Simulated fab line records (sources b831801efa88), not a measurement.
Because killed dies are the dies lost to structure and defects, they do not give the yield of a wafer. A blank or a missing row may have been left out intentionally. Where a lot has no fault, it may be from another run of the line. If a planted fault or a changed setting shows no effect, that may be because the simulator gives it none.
Matching of chambers || flow sky130 || SKY_VIA3_HDPCVD_00 on hdpcvd-02 has 3 sister chambers
The step deposits SiO2, target thk 1635 nm, time 272.5 s. 15 wafers are shown with their chamber, then 7 later ones without.

WAFERS, EACH WITH ITS CHAMBER
{"wafer": "L724.1", "chamber": 0, "sih4 flow sccm (sccm)": 59.86}
{"wafer": "L724.3", "chamber": 2, "sih4 flow sccm (sccm)": 59.70}
{"wafer": "L724.6", "chamber": 1, "sih4 flow sccm (sccm)": 59.67}
{"wafer": "L728.1", "chamber": 2, "sih4 flow sccm (sccm)": 59.93}
{"wafer": "L728.4", "chamber": 1, "sih4 flow sccm (sccm)": 60.17}
{"wafer": "L728.5", "chamber": 0, "sih4 flow sccm (sccm)": 59.91}
{"wafer": "L730.2", "chamber": 2, "sih4 flow sccm (sccm)": 59.93}
{"wafer": "L730.4", "chamber": 1, "sih4 flow sccm (sccm)": 60.41}
{"wafer": "L730.6", "chamber": 0, "sih4 flow sccm (sccm)": 59.91}
{"wafer": "L737.4", "chamber": 1, "sih4 flow sccm (sccm)": 59.88}
{"wafer": "L737.6", "chamber": 2, "sih4 flow sccm (sccm)": 59.80}
{"wafer": "L739.5", "chamber": 2, "sih4 flow sccm (sccm)": 59.75}
{"wafer": "L739.6", "chamber": 1, "sih4 flow sccm (sccm)": 59.99}
{"wafer": "L743.2", "chamber": 2, "sih4 flow sccm (sccm)": 60.06}
{"wafer": "L743.3", "chamber": 1, "sih4 flow sccm (sccm)": 59.97}

SIGNATURES, as means of the wafers listed above
{"reading": "sih4 flow sccm", "chamber 0": 59.8933, "chamber 1": 60.0150, "chamber 2": 59.8617, "scatter within a chamber": 0.185}
Rule: a wafer lies at a distance from a chamber equal to the root of the sum of squares, over the readings, of (its reading less the chamber's mean, divided by the reading's scatter). The wafer belongs to the nearest chamber; if the next one is less than 2 further off, it can't be placed. The scatter: the root of (the sum of the squares of (reading less its chamber's mean) over the shown wafers, divided by (wafers less chambers)).

WAFERS WITH NO CHAMBER GIVEN
{"wafer": "L743.4", "sih4 flow sccm (sccm)": 60.00}
{"wafer": "L744.2", "sih4 flow sccm (sccm)": 60.07}
{"wafer": "L744.3", "sih4 flow sccm (sccm)": 59.90}
{"wafer": "L744.4", "sih4 flow sccm (sccm)": 60.26}
{"wafer": "L746.2", "sih4 flow sccm (sccm)": 60.12}
{"wafer": "L746.3", "sih4 flow sccm (sccm)": 60.11}
{"wafer": "L746.5", "sih4 flow sccm (sccm)": 60.32}

CHAMBER TAKEN BY EACH
{"wafer": "L743.4", "from the rows above": "can't be placed: 1 or 0 or 2", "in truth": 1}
{"wafer": "L744.2", "from the rows above": "can't be placed: 1 or 0 or 2", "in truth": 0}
{"wafer": "L744.3", "from the rows above": "can't be placed: 0 or 2 or 1", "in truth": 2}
{"wafer": "L744.4", "from the rows above": "can't be placed: 1 or 0 or 2", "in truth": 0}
{"wafer": "L746.2", "from the rows above": "can't be placed: 1 or 0 or 2", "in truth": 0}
{"wafer": "L746.3", "from the rows above": "can't be placed: 1 or 0 or 2", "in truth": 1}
{"wafer": "L746.5", "from the rows above": "can't be placed: 1 or 0 or 2", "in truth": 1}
Placed correctly: 0 of 7. Can't be placed from these rows: 7 (the true chamber is among the candidates in 7). 0 placed wrongly.
